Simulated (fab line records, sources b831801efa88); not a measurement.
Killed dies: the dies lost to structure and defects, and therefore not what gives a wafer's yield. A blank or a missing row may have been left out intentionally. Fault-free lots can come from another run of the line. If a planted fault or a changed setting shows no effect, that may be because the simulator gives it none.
Problem report in the 8D (eight disciplines) form, filled by code || flow gf180mcu || the parts of the form that need people (team, actions taken, sign-off) are left out

## 1. WHAT IS WRONG
heater_power_total_W at GF_VT_IMPLANT_SOFTBAKE_25 reads a mean of 62.62 W on 1 wafer of 1 lot; wafers without a fault read 56.60 W with a standard deviation of 0.048. So: +99 or more standard deviations from the usual mean.
The step: time 60 s.
First observed at day 8 21:01: wafer L177.5, on litho_track-01. Wafers with a number at this step in the record: 15, from 5 lots. The rule behind "out" and "out of limits": a value lying over 4 standard deviations away from the usual mean. The other wafers with a number count as sound.

## 2. WHAT IT IS; WHAT IT IS NOT
{"question": "which readings at this step", "is": "heater_power_total_W, run_length_s", "is not": "-"}
{"question": "which lots", "is": "L177", "is not": "L179, L185, L188, L189"}
{"question": "which wafers of those lots", "is": "L177.5", "is not": "L177.2, L177.3"}
{"question": "read on which tools", "is": "litho_track-01", "is not": "litho_track-02, litho_track-04"}
{"question": "when", "is": "from day 8 21:01", "is not": "up to then (2 sound wafers); but 12 sound wafers of L179, L185, L188, L189 came after"}

## 3. SUSPECTS, AND WHAT RULES EACH OUT
Counting: if a tool at a process step up to the reading ran every lot that is out, it stays a suspect. Sound lots after the first of them don't rule it out here, since some wafers of a struck lot are sound.
- plasma_asher-01 at GF_VT_IMPLANT_STRIP_20 (strips in O2/N2): kept. It ran the lot that is out, L177 (day 8 12:36).
- litho_track-01 at GF_VT_IMPLANT_SOFTBAKE_25 (time 60 s): kept. It ran the lot that is out, L177 (day 8 21:01). Its own readings are out on those wafers: heater_power_total_W, run_length_s.
- At GF_VT_IMPLANT_STRIP_20 on plasma_asher-01, chamber 1 took the sound wafers of the same lots and chamber 0 took the wafers that are out.
After counting, plasma_asher-01 at GF_VT_IMPLANT_STRIP_20 and litho_track-01 at GF_VT_IMPLANT_SOFTBAKE_25 remain.

## 4. THE CAUSE (what the simulator had put in)
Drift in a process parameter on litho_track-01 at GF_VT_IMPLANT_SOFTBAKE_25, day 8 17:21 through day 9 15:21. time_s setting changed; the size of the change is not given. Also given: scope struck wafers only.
Counting leaves 2 suspects; this tool is one of them.

## 5. THE EFFECT CHAIN, in route order
One row per reading whose mean, taken over the struck wafers that have a number, lies over 3 standard deviations from the usual. Readings are gone through only where the record gives a usual standard deviation; hours: the median, over the lots, of the time from a lot's start at the first step in this table giving one to that lot's start at this step; sigmas: the change measured in usual standard deviations.
{"hours": 0, "step": "GF_VT_IMPLANT_SOFTBAKE_25", "reading": "heater_power_total_W", "usual": "56.60 W", "on struck wafers": 62.62, "change": "+6.02", "sigmas": "+99 or more"}
{"hours": 0, "step": "GF_VT_IMPLANT_SOFTBAKE_25", "reading": "run_length_s", "usual": "89.24 s", "on struck wafers": 74.04, "change": -15.20, "sigmas": -72}
Process steps it contains:
- GF_VT_IMPLANT_SOFTBAKE_25: time 60 s.
Later measuring or inspecting steps at which every struck wafer that the step has a row for has a number for every such reading, and none has moved that far: GF_VT_IMPLANT_OVL_MEAS_29.

## 6. WHAT WOULD HAVE CAUGHT IT SOONER
The fault began at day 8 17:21; the first out-of-limits reading in this record came at day 8 21:01, 4 hours later.
